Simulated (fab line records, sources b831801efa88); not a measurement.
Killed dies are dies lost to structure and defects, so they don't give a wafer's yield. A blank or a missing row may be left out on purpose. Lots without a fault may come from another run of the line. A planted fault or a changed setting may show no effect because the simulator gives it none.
A struck lot beside a sound one | flow sfq_line | 14 steps out of a route of 325
Sound: wafers L337.1, L337.4, L337.6. Struck: wafer L332.5. (L332.1, L332.3 of the same lot were not struck and are left out.) The cause comes at the end.
At each step with rows: each side's tool, then ch and its chambers, then its first start. Under that, the readings that differ: sound wafers | struck wafers | difference of the means | sigmas: that difference in standard deviations of wafers without a fault.
alike: readings whose means differ by less than 2 such deviations, and words and numbers that are the same on both sides. not compared: withheld readings, readings that some wafer has no value for, bounds like >300 that may hide the same value, and numbers for which the record gives no deviation and whose values overlap.
The two part at a step that has a row with sigmas, a row that says differs or no value, or rows on one side only. Numbers that don't overlap but have no deviation are shown without sigmas and don't part them. A reading that every wafer of one side lacks parts them only if that side has two wafers or more.

first, 6 steps without rows for these wafers: SFQ_TRILAYER_M2_LITHO_COAT_062 (resist thk 62 nm); SFQ_TRILAYER_M2_LITHO_COAT_057 (resist thk 600 nm); SFQ_TRILAYER_M2_LITHO_SOFTBAKE_061; SFQ_TRILAYER_M2_LITHO_EXPOSE_058 (exposes mask M2, target cd 500 nm); SFQ_TRILAYER_M2_LITHO_PEB_060 (peb time 60 s); SFQ_TRILAYER_M2_LITHO_DEVELOP_059 (time 60 s).
SFQ_M2_OVL_MEAS_916:
  sound on overlay-02, day 37 09:18; struck on overlay-02, day 36 03:11
  alike: M2_OVL
SFQ_TRILAYER_M2_BARC_OPEN_METAL_ETCH_077: etches BARC in O2, target depth 125 nm, time 41.7 s.
  sound on rie_metal-04 ch 0,1, day 37 09:20; struck on rie_metal-03 ch 1, day 36 03:13
  reading               | sound             | struck | difference | sigmas
  oes_product_au (a.u.) | 0.688 0.691 0.689 | 0.680  | -0.009     | -2
  alike: drypump_motor_current_A
  not compared: rf_hours_counter_h
SFQ_TRILAYER_M2_ETCH_METAL_ETCH_060: etches Nb in Cl2/Ar, stops on SiO2, target depth 240 nm, time 120 s.
  sound on rie_metal-04 ch 0,1, day 37 09:24; struck on rie_metal-03 ch 1, day 36 03:16
  alike: drypump_motor_current_A, oes_product_au
  not compared: rf_hours_counter_h
SFQ_TRILAYER_M2_STRIP_STRIP_061: strips in O2.
  sound on rie_metal-04 ch 0,1, day 37 09:31; struck on rie_metal-03 ch 1, day 36 03:24
  reading               | sound             | struck | difference | sigmas
  oes_product_au (a.u.) | 1.018 1.003 1.012 | 0.990  | -0.021     | -2
  alike: drypump_motor_current_A
  not compared: rf_hours_counter_h
then, 1 step without rows for these wafers: SFQ_TRILAYER_M2_STRIP_SOLV_CLEAN_062 (cleans in NMP, time 600 s).
SFQ_TRILAYER_I2_DEP_PECVD_063: deposits SiO2 from SiH4/N2O, time 111.11 s, target thk 500 nm.
  sound on pecvd-03 ch 1,2, day 37 10:18; struck on pecvd-04 ch 1, day 36 04:10
  alike: heater_power_w, throttle_valve_pct
SFQ_TRILAYER_I2_CMP_CMP_064: polishes SiO2.
  sound on cmp-01 ch 0,1,3, day 38 00:23; struck on cmp-02 ch 1, day 36 09:40
  reading                 | sound             | struck | difference | sigmas
  head_pressure_psi (psi) | 3.004 2.992 2.992 | 2.841  | -0.155     | -24
  time_to_endpoint_s (s)  | 214 209 214       | 230    | +18        | +2
  alike: motor_current_A, retaining_ring_pressure_frac
SFQ_I2_BOW_MEAS_917:
  sound on film_metro-03, day 38 02:23; struck on film_metro-04, day 36 10:10
  reading     | sound  | struck | difference | sigmas
  I2_BOW (um) | 7 7 14 | -19    | -28        | -3

WHERE THEY PART
First at SFQ_TRILAYER_M2_BARC_OPEN_METAL_ETCH_077; last, within this record, at SFQ_I2_BOW_MEAS_917.

WHY: what the simulator had put in
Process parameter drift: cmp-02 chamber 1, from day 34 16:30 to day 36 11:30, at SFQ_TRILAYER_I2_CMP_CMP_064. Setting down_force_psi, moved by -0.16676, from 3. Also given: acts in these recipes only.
